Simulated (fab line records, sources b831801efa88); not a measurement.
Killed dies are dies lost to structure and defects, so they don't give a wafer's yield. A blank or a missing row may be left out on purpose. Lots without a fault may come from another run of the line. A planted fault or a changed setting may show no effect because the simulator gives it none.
Which tool did it? | flow gf180mcu | 11 lots, 33 wafers sampled, at 4 steps of a route of 602

WHAT THE GAUGES READ, wafer by wafer
GF_M5_CD_MEAS_07: target cd 280 nm. Usual: cd_nm 280.1 nm, standard deviation 1.1.
lot  | measured     | on        | cd_nm (nm)        | flag
L826 | day 26 06:08 | cd_sem-01 | 281.6 279.7 278.6 |
L827 | day 26 12:28 | cd_sem-02 | 279.6 280.0 279.8 |
L828 | day 26 18:07 | cd_sem-01 | 279.4 279.7 279.4 |
L830 | day 27 14:07 | cd_sem-02 | 280.3 281.0 281.4 |
L832 | day 28 00:46 | cd_sem-02 | 280.0 278.9 278.1 |
L833 | day 28 09:01 | cd_sem-01 | 276.9 277.7 277.2 |
L838 | day 29 21:38 | cd_sem-02 | 280.4 279.8 279.9 |
L839 | day 30 06:07 | cd_sem-01 | 280.8 280.9 280.3 |
L844 | day 31 13:31 | cd_sem-02 | 281.5 279.4 280.7 |
L847 | day 32 10:36 | cd_sem-01 | 281.2 283.0 282.5 |
L849 | day 32 21:19 | cd_sem-02 | 278.2 278.8 280.5 |

GF_V5_CD_MEAS_14: target cd 260 nm. Usual: cd_nm 260.2 nm, standard deviation 1.3.
lot  | measured     | on        | cd_nm (nm)        | flag
L826 | day 27 04:28 | cd_sem-02 | 260.1 260.5 261.1 |
L827 | day 27 10:11 | cd_sem-01 | 261.8 260.9 261.6 |
L828 | day 27 15:58 | cd_sem-01 | 259.2 259.3 258.0 |
L830 | day 28 10:53 | cd_sem-01 | 260.0 259.4 260.7 |
L832 | day 28 21:16 | cd_sem-02 | 257.7 257.3 257.3 |
L833 | day 29 06:01 | cd_sem-02 | 258.4 258.0 259.6 |
L838 | day 30 17:11 | cd_sem-01 | 258.9 259.6 260.3 |
L839 | day 31 00:40 | cd_sem-01 | 260.1 260.6 261.2 |
L844 | day 32 08:53 | cd_sem-01 | 259.5 260.3 260.6 |
L847 | day 33 03:39 | cd_sem-01 | 262.3 262.7 262.2 |
L849 | day 33 14:43 | cd_sem-02 | 261.1 261.1 260.4 |

WHICH TOOL RAN EACH LOT (tool, then ch and the chambers of the sampled wafers, then the start)
lot  | GF_NWELL_STRIP_10                   | GF_V5_CMP_04
L826 | plasma_asher-02 ch 0,1, day 3 08:25 | cmp-01 ch 0,2,3, day 26 07:22
L827 | plasma_asher-02 ch 0,1, day 3 14:25 | cmp-01 ch 0,3, day 26 13:44
L828 | plasma_asher-01 ch 0,1, day 3 20:22 | cmp-02 ch 0,2,3, day 26 19:19
L830 | plasma_asher-04 ch 1, day 4 06:34   | cmp-02 ch 0,1,3, day 27 15:13
L832 | plasma_asher-02 ch 0,1, day 4 16:37 | cmp-01 ch 1,2,3, day 28 01:56
L833 | plasma_asher-01 ch 0,1, day 4 21:58 | cmp-02 ch 0,1,3, day 28 10:07
L838 | plasma_asher-02 ch 0,1, day 5 23:43 | cmp-01 ch 0,1,2, day 29 22:58
L839 | plasma_asher-01 ch 0,1, day 6 08:21 | cmp-01 ch 2,3, day 30 07:34
L844 | plasma_asher-04 ch 0,1, day 7 09:22 | cmp-01 ch 0,1,2, day 31 16:04
L847 | plasma_asher-01 ch 0,1, day 8 03:43 | cmp-02 ch 0,1,3, day 32 11:50
L849 | plasma_asher-01 ch 0, day 8 13:04   | cmp-01 ch 0,1,2, day 32 22:30
- GF_NWELL_STRIP_10: strips in O2/N2.
- GF_V5_CMP_04: polishes SiO2.

WHAT THE TOOLS THEMSELVES READ (means of the sampled wafers that have a number; where no wafer has one, the mark that the record gives instead)
GF_NWELL_STRIP_10. Usual: drypump_motor_current_A 5.71 A, standard deviation 0.2; heater_power_w 319 W, standard deviation 29; oes_product_au 0.722 a.u., standard deviation 0.0047; strip_time_to_endpoint_s 36.92 s, standard deviation 0.09.
lot  | tool            | drypump_motor_current_A (A) | heater_power_w (W) | oes_product_au (a.u.) | strip_time_to_endpoint_s (s) | flag
L826 | plasma_asher-02 | 5.57                        | 318                | 0.720                 | 36.98                        |
L827 | plasma_asher-02 | 5.65                        | 315                | 0.720                 | 37.01                        |
L828 | plasma_asher-01 | 5.67                        | 349                | 0.718                 | 36.84                        |
L830 | plasma_asher-04 | 5.71                        | 321                | 0.727                 | 36.80                        |
L832 | plasma_asher-02 | 5.57                        | 317                | 0.722                 | 36.79                        |
L833 | plasma_asher-01 | 5.68                        | 350                | 0.722                 | 36.95                        |
L838 | plasma_asher-02 | 5.59                        | 314                | 0.725                 | 36.85                        |
L839 | plasma_asher-01 | 5.80                        | 337                | 0.722                 | 36.93                        |
L844 | plasma_asher-04 | 5.87                        | 295                | 0.723                 | 36.84                        |
L847 | plasma_asher-01 | 5.69                        | 353                | 0.726                 | 37.06                        |
L849 | plasma_asher-01 | 5.90                        | 324                | 0.720                 | 36.98                        |

GF_V5_CMP_04. Usual: motor_current_A 12.1 A, standard deviation 1.1.
lot  | tool   | motor_current_A (A) | flag
L826 | cmp-01 | 12.2                |
L827 | cmp-01 | 12.9                |
L828 | cmp-02 | 12.5                |
L830 | cmp-02 | 12.1                |
L832 | cmp-01 | 12.3                |
L833 | cmp-02 | 12.1                |
L838 | cmp-01 | 12.5                |
L839 | cmp-01 | 12.0                |
L844 | cmp-01 | 11.8                |
L847 | cmp-02 | 12.0                |
L849 | cmp-01 | 11.8                |

THE ANSWER, worked out from the rows above alone
Rule: a lot is off if the mean of its wafers that have a number lies more than 3 standard deviations from the usual mean. A lot without any number at a reading at which 4 lots or more have one is off too. The other lots that the step has rows for count as sound. The gauges are gone through in route order, then the tools' own readings, and for those a lot's mean is taken as printed above. The first step at which some lot is off is used, and at that step the reading that is off furthest; a lot without a number counts as furthest.
No lot is off at any reading shown: from this, nothing can be told.

WHAT THE SIMULATOR HAD PUT IN
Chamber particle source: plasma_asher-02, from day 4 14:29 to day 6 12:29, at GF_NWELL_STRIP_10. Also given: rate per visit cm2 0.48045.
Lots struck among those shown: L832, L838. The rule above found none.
